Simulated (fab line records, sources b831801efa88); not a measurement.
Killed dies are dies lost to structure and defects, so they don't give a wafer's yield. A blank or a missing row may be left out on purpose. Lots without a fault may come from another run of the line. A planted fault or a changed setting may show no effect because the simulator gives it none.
Which tool did it? | flow gf180mcu | 12 lots, 36 wafers sampled, at 1 step of a route of 602

WHAT THE GAUGES READ, wafer by wafer
GF_M1_THK_MEAS_06: measures by xrf.
lot  | measured     | on            | M1_ALCU_THK (nm)
L075 | day 17 04:04 | film_metro-02 | 445 430 430
L076 | day 17 15:38 | film_metro-01 | 450 446 451
L079 | day 18 10:02 | film_metro-04 | 435 441 446
L081 | day 19 01:29 | film_metro-02 | 445 443 441
L083 | day 19 23:17 | film_metro-04 | 440 427 438
L085 | day 20 11:14 | film_metro-04 | 445 445 454
L087 | day 20 22:33 | film_metro-04 | 443 448 448
L089 | day 21 16:47 | film_metro-01 | 451 440 445
L091 | day 22 05:32 | film_metro-04 | 445 452 450
L093 | day 23 01:24 | film_metro-04 | 442 444 449
L095 | day 23 19:19 | film_metro-01 | 442 451 453
L097 | day 24 05:13 | film_metro-01 | 444 447 450

WHICH TOOL RAN EACH LOT (tool, then ch and the chambers of the sampled wafers, then the start)
The record holds no process step before these readings.

THE ANSWER, worked out from the rows above alone
Rule: what is usual is taken from the lots themselves. Put in order of their means at a reading, lots are off if they are a third of the lots or fewer, leave a main group of 4 or more, and stand apart from it by a gap of 3 or more times the standard deviation of the main group's means; of several such gaps the widest counts. A main group whose means are all the same, to the digits that the tables above print for the reading, isn't used. A lot without any number at a reading at which 4 lots or more have one is off too. The other lots that the step has rows for count as sound.
No lot is off at any reading shown: from this, nothing can be told.

WHAT THE SIMULATOR HAD PUT IN
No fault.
